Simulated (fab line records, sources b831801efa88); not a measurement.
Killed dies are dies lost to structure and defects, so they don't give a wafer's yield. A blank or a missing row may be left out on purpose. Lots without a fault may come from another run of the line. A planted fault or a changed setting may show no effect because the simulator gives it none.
Which tool did it? | flow sky130 | 15 lots, 43 wafers sampled, at 4 steps of a route of 708

WHAT THE GAUGES READ, wafer by wafer
SKY_POLY_CUT_CD_MEAS_08: target cd 270 nm. Usual: cd_nm 270.1 nm, standard deviation 1.5.
lot  | measured     | on        | cd_nm (nm)        | flag
L117 | day 25 13:13 | cd_sem-01 | 271.1 270.5 271.1 |
L116 | day 25 16:04 | cd_sem-01 | 269.8 269.3 269.2 |
L119 | day 26 06:16 | cd_sem-02 | 267.6 269.8 269.3 |
L120 | day 26 12:24 | cd_sem-01 | 269.7 269.2 270.1 |
L121 | day 26 18:53 | cd_sem-02 | - - -             | OFF
L122 | day 27 07:52 | cd_sem-01 | - - -             | OFF
L124 | day 27 20:04 | cd_sem-01 | - - -             | OFF
L123 | day 27 20:25 | cd_sem-02 | 267.0 268.4       |
L128 | day 29 14:19 | cd_sem-02 | 269.0 270.6 268.2 |
L131 | day 30 00:43 | cd_sem-02 | 269.4 268.6 269.8 |
L134 | day 31 09:31 | cd_sem-01 | 271.6 270.4 271.0 |
L135 | day 31 16:12 | cd_sem-01 | 270.4 270.7 269.2 |
L136 | day 31 20:02 | cd_sem-01 | 269.5 269.2 269.4 |
L137 | day 31 23:49 | cd_sem-01 | 269.7 269.5 269.2 |
L138 | day 32 02:11 | cd_sem-02 | 266.0 265.6       |

SKY_SD_P_CD_MEAS_07: target cd 380 nm. Usual: cd_nm 379.9 nm, standard deviation 2.4.
lot  | measured     | on        | cd_nm (nm)        | flag
L117 | day 26 17:50 | cd_sem-01 | 378.8 378.8 377.7 |
L116 | day 26 21:16 | cd_sem-02 | 379.9 381.9 382.6 |
L119 | day 27 11:16 | cd_sem-02 | 376.2 377.0 378.0 |
L120 | day 27 17:08 | cd_sem-01 | 384.4 385.8 381.9 |
L123 | day 28 23:56 | cd_sem-01 | 381.8 380.5       |
L128 | day 30 17:41 | cd_sem-02 | 379.2 375.6 375.8 |
L131 | day 31 03:09 | cd_sem-01 | 378.8 380.8 379.5 |
L134 | day 32 12:42 | cd_sem-01 | 383.1 379.9 378.9 |
L135 | day 32 19:07 | cd_sem-02 | 379.8 378.4 378.5 |
L136 | day 32 23:02 | cd_sem-01 | 381.7 376.9 377.0 |
L137 | day 33 02:47 | cd_sem-01 | 380.3 377.6 377.2 |
L138 | day 33 05:25 | cd_sem-01 | 377.7 380.1       |

WHICH TOOL RAN EACH LOT (tool, then ch and the chambers of the sampled wafers, then the start)
lot  | SKY_LDD_HVP_STRIP_09                 | SKY_POLY_CUT_DEVELOP_07
L117 | plasma_asher-01 ch 0,1, day 22 23:23 | litho_track-03 ch 0, day 25 13:00
L116 | plasma_asher-04 ch 0,1, day 23 02:42 | litho_track-02 ch 0, day 25 15:00
L119 | plasma_asher-01 ch 0,1, day 23 15:57 | litho_track-04 ch 0, day 26 06:00
L120 | plasma_asher-01 ch 0,1, day 23 22:41 | litho_track-02 ch 0, day 26 12:00
L121 | plasma_asher-04 ch 0,1, day 24 06:55 | litho_track-03, day 26 18:00
L122 | plasma_asher-01 ch 0,1, day 24 20:11 | litho_track-03, day 27 07:00
L124 | plasma_asher-04 ch 0,1, day 25 08:42 | litho_track-03, day 27 19:00
L123 | plasma_asher-01 ch 0,1, day 25 09:46 | litho_track-03 ch 0, day 27 20:00
L128 | plasma_asher-01 ch 0,1, day 27 03:48 | litho_track-03 ch 0, day 29 14:00
L131 | plasma_asher-04 ch 0,1, day 27 16:11 | litho_track-03 ch 0, day 30 00:00
L134 | plasma_asher-04 ch 0,1, day 29 01:17 | litho_track-02 ch 0, day 31 09:00
L135 | plasma_asher-01 ch 1, day 29 05:29   | litho_track-04 ch 0, day 31 16:00
L136 | plasma_asher-04 ch 0,1, day 29 08:35 | litho_track-04 ch 0, day 31 19:00
L137 | plasma_asher-01 ch 0,1, day 29 16:28 | litho_track-03 ch 0, day 31 23:00
L138 | plasma_asher-01 ch 0, day 29 17:35   | litho_track-02 ch 0, day 32 02:00
- SKY_LDD_HVP_STRIP_09: strips in O2/N2.
- SKY_POLY_CUT_DEVELOP_07: develop time 60 s.

WHAT THE TOOLS THEMSELVES READ (means of the sampled wafers that have a number; where no wafer has one, the mark that the record gives instead)
SKY_LDD_HVP_STRIP_09. Usual: drypump_motor_current_A 5.8 A, standard deviation 0.48; oes_product_au 0.408 a.u., standard deviation 0.0049; strip_time_to_endpoint_s 4.139 s, standard deviation 0.015.
lot  | tool            | drypump_motor_current_A (A) | oes_product_au (a.u.) | strip_time_to_endpoint_s (s) | flag
L117 | plasma_asher-01 | 5.6                         | 0.405                 | 4.131                        |
L116 | plasma_asher-04 | 5.9                         | 0.404                 | 4.134                        |
L119 | plasma_asher-01 | 5.9                         | 0.406                 | 4.136                        |
L120 | plasma_asher-01 | 5.6                         | 0.407                 | 4.150                        |
L121 | plasma_asher-04 | 6.0                         | 0.407                 | 4.125                        |
L122 | plasma_asher-01 | 5.9                         | 0.410                 | 4.127                        |
L124 | plasma_asher-04 | 5.9                         | 0.409                 | 4.136                        |
L123 | plasma_asher-01 | 5.8                         | 0.408                 | 4.135                        |
L128 | plasma_asher-01 | 5.8                         | 0.407                 | 4.130                        |
L131 | plasma_asher-04 | 5.5                         | 0.410                 | 4.156                        |
L134 | plasma_asher-04 | 5.5                         | 0.408                 | 4.133                        |
L135 | plasma_asher-01 | 6.1                         | 0.405                 | 4.138                        |
L136 | plasma_asher-04 | 5.9                         | 0.414                 | 4.153                        |
L137 | plasma_asher-01 | 5.9                         | 0.413                 | 4.151                        |
L138 | plasma_asher-01 | 5.4                         | 0.404                 | 4.145                        |

SKY_POLY_CUT_DEVELOP_07. Usual: chill_plate_temp_C 23.00 C, standard deviation 0.11.
lot  | tool           | chill_plate_temp_C (C) | flag
L117 | litho_track-03 | 23.06                  |
L116 | litho_track-02 | 23.04                  |
L119 | litho_track-04 | 22.93                  |
L120 | litho_track-02 | 23.03                  |
L121 | litho_track-03 | -                      | OFF
L122 | litho_track-03 | -                      | OFF
L124 | litho_track-03 | -                      | OFF
L123 | litho_track-03 | 23.09                  |
L128 | litho_track-03 | 22.82                  |
L131 | litho_track-03 | 23.00                  |
L134 | litho_track-02 | 22.90                  |
L135 | litho_track-04 | 23.09                  |
L136 | litho_track-04 | 23.09                  |
L137 | litho_track-03 | 22.93                  |
L138 | litho_track-02 | 22.96                  |

THE ANSWER, worked out from the rows above alone
Rule: a lot is off if the mean of its wafers that have a number lies more than 3 standard deviations from the usual mean. A lot without any number at a reading at which 4 lots or more have one is off too. The other lots that the step has rows for count as sound. The gauges are gone through in route order, then the tools' own readings, and for those a lot's mean is taken as printed above. The first step at which some lot is off is used, and at that step the reading that is off furthest; a lot without a number counts as furthest.
Off: L121, L122, L124, at SKY_POLY_CUT_CD_MEAS_08 (cd_nm). Without a number there: L121, L122, L124.
A tool fits if, at a process step before that reading, it ran every lot that is off, and no sound lot after the first of them. The gauges at SKY_POLY_CUT_CD_MEAS_08 aren't tried: what is off there is off at SKY_POLY_CUT_DEVELOP_07 too, on other tools, and a gauge's error can't cause that. None of those tried fits.

WHAT THE SIMULATOR HAD PUT IN
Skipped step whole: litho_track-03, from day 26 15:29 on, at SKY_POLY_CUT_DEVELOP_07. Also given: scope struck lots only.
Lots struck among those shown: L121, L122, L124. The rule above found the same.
